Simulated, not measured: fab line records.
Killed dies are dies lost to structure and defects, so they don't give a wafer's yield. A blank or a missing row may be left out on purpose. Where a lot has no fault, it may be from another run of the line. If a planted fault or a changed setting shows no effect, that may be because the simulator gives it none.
Struck lot and sound lot, side by side ; flow sky130 ; 35 out of 708 route steps
Sound: these wafers, L406.1, L406.2, L406.3. Wafers struck: L411.2, L411.3, L411.6. The cause comes at the end.
Per side, at each step with rows, come the tool, then ch with its chambers, and then its first start. Under that, the readings that differ: sound wafers ; struck wafers ; difference of the means ; sigmas: that difference in standard deviations of wafers without a fault.
alike: readings with means less than 2 such deviations apart, plus words and numbers identical on both sides. not compared: withheld readings, readings lacking a value on some wafer, bounds such as >300 that could conceal the same value, and numbers that have no deviation in the record and whose values overlap.
Wherever a step has rows on one side only, a row that says differs or no value, or a row with sigmas, the two part there. Non-overlapping numbers with no deviation appear without sigmas and do not part them. A reading missing from all wafers of one side parts the sides only when that side holds two or more wafers.

first, 4 steps without rows for these wafers: SKY_METAL5_SOFTBAKE_10 (time 60 s); SKY_METAL5_EXPOSE_11 (exposes mask MM5, target cd 1600 nm); SKY_METAL5_PEB_12; SKY_METAL5_DEVELOP_13 (develop time 60 s).
SKY_METAL5_DESCUM_14: chemistry O2, time 11 s.
  sound on rieMetal-02 ch 0,1, day 44 05:32; struck on rieMetal-04 ch 0,1, day 45 21:08
  alike: drypumpMotorCurrentA, oesProductAu
  not compared: rfHoursCounterH
then, 1 step without rows for these wafers: SKY_METAL5_METAL_ETCH_15 (etches the open film in Cl2/BCl3, stops on SiO2, target depth 1260 nm, time 252 s).
SKY_METAL5_STRIP_16: strips in O2/N2.
  sound on plasmaAsher-02 ch 0,1, day 44 05:48; struck on plasmaAsher-03 ch 0, day 45 21:24
reading;sound;struck;difference;sigmas
stripTimeToEndpointS (s);12.63 12.62 12.63;12.70 12.81 12.82;+0.15;+2
  alike: drypumpMotorCurrentA, oesProductAu
  not compared: rfHoursCounterH
then, 3 steps without rows for these wafers: SKY_METAL5_STRIP_17 (strips in post etch residue remover, time 1200 s); SKY_METAL5_CLEAN_18 (cleans in IPA, time 180 s); SKY_METAL5_CLEAN_19 (cleans in O3/DIW).
SKY_PASSIVATION_CVD_00: deposits SiO2, target thk 90 nm.
  sound on pecvd-01 ch 0,1,2, day 44 06:27; struck on pecvd-01 ch 1,2, day 45 22:02
  alike: heaterPowerW, rfFwdPowerW
SKY_PASSIVATION_THK_MEAS_01:
  sound on filmMetro-02, day 44 06:28; struck on filmMetro-01, day 45 22:04
  alike: PASSIVATION_CVD_00_THK
SKY_PASSIVATION_CVD_02: deposits Si3N4, target thk 540 nm.
  sound on pecvd-02 ch 0,1,2, day 44 06:32; struck on pecvd-04 ch 0,2, day 45 22:07
reading;sound;struck;difference;sigmas
rfFwdPowerW (W);448.8 450.1 449.2;522.2 520.4 522.9;+72.5;+52
model.Si3N4_of_PASSIVATION_CVD_02.thkNm (nm);530.5 537.3 531;566.9 571 574.3;+37.8;
  alike: heaterPowerW
SKY_PASSIVATION_THK_MEAS_03:
  sound on filmMetro-02, day 44 06:45; struck on filmMetro-01, day 45 22:21
reading;sound;struck;difference;sigmas
PASSIVATION_CVD_02_THK (nm);530 538 531;567 571 575;+38;+6
then, 7 steps without rows for these wafers: SKY_PASSIVATION_DEHYDRATE_04 (time 60 s); SKY_PASSIVATION_HMDS_05 (prime time 60 s); SKY_PASSIVATION_COAT_06 (resist thk 3000 nm); SKY_PASSIVATION_SOFTBAKE_07; SKY_PASSIVATION_EXPOSE_08 (exposes mask NSM, target cd 3000 nm); SKY_PASSIVATION_PEB_09; SKY_PASSIVATION_DEVELOP_10 (develop time 60 s).
SKY_PASSIVATION_ETCH_11: etches the open film in CF4/O2, stops on AlCu, target depth 725 nm, time 161.1 s.
  sound on rieDiel-02 ch 0,1,3, day 45 04:31; struck on rieDiel-02 ch 2,3, day 46 16:01
reading;sound;struck;difference;sigmas
oesProductAu (a.u.);0.974 0.982 0.964;0.990 0.999 0.999;+0.023;+3
model.etch.depthNm (nm);694 701.3 695.6;722.7 727 726.7;+28.5;
model.PASSIVATION.featureDepthNm (nm);694 701.3 695.6;722.7 727 726.7;+28.5;
  alike: O2_flow_sccm, cf4FlowSccm, drypumpMotorCurrentA, throttleValvePct
  not compared: rfHoursCounterH
SKY_PASSIVATION_STRIP_12: strips in O2/N2.
  sound on plasmaAsher-04 ch 0,1, day 45 04:37; struck on plasmaAsher-01 ch 0,1, day 46 16:07
  alike: drypumpMotorCurrentA, oesProductAu, stripTimeToEndpointS
  not compared: rfHoursCounterH
then, 7 steps without rows for these wafers: SKY_PAD_OPEN_DEHYDRATE_00 (time 60 s); SKY_PAD_OPEN_HMDS_01 (prime time 60 s); SKY_PAD_OPEN_COAT_02 (resist thk 2966 nm); SKY_PAD_OPEN_SOFTBAKE_03; SKY_PAD_OPEN_EXPOSE_04 (exposes mask PDM, target cd 60000 nm); SKY_PAD_OPEN_PEB_05; SKY_PAD_OPEN_DEVELOP_06 (develop time 60 s).
SKY_PAD_OPEN_ETCH_07: etches the open film in CF4/O2, stops on AlCu, target depth 725 nm, time 161.1 s.
  sound on rieDiel-04 ch 1,2,3, day 46 00:58; struck on rieDiel-01 ch 0,1, day 47 10:40
reading;sound;struck;difference;sigmas
oesProductAu (a.u.);0.970 0.971 0.972;0.987 1.000 0.987;+0.020;+3
model.etch.depthNm (nm);694 701.3 695.6;720.8 723.4 722.1;+25.1;
model.PAD_OPEN.featureDepthNm (nm);694 701.3 695.6;720.8 723.4 722.1;+25.1;
  alike: O2_flow_sccm, cf4FlowSccm, drypumpMotorCurrentA, throttleValvePct
  not compared: rfHoursCounterH
SKY_PAD_OPEN_STRIP_08: strips in O2/N2.
  sound on plasmaAsher-04 ch 0,1, day 46 01:04; struck on plasmaAsher-04 ch 0,1, day 47 10:46
  alike: drypumpMotorCurrentA, oesProductAu, stripTimeToEndpointS
  not compared: rfHoursCounterH
SKY_PAD_OPEN_STRIP_09: strips in post etch residue remover, time 1200 s.
  sound on wetBench-04 ch 3, day 46 01:10; struck on wetBench-02 ch 2, day 47 10:52
reading;sound;struck;difference;sigmas
model.Si3N4_of_PASSIVATION_CVD_02.thkNm (nm);530.1 536.9 530.6;566.5 570.7 574;+37.9;
then, 1 step without rows for these wafers: SKY_PAD_OPEN_CLEAN_10 (cleans in IPA, time 180 s).
SKY_PAD_OPEN_PROBE_99:
  sound on prober-02, day 46 03:17; struck on prober-01, day 47 13:04
reading;sound;struck;difference;sigmas
killedDies;80 88 78;105 102 92;+18;+2
killedShort;35 38 34;51 55 50;+16;+3
sort_bin_5_function (%);8.7 11.0 9.6;13.4 14.2 10.8;+3.0;+2
sortNPass;412 404 414;387 390 400;-18;-2
  alike: defectLimitedYield, killed_at_M0_to_M3, killed_at_M4_up, killedAtContacts, killedAtFrontEnd, killedAtOther, killedOpen, sort_bin_3_pad_short, sort_bin_6_memory, sortYieldPct

## WHERE THEY PART
Earliest at SKY_METAL5_STRIP_16; latest, in this record, at SKY_PAD_OPEN_PROBE_99.

WHY: the cause the simulator had injected
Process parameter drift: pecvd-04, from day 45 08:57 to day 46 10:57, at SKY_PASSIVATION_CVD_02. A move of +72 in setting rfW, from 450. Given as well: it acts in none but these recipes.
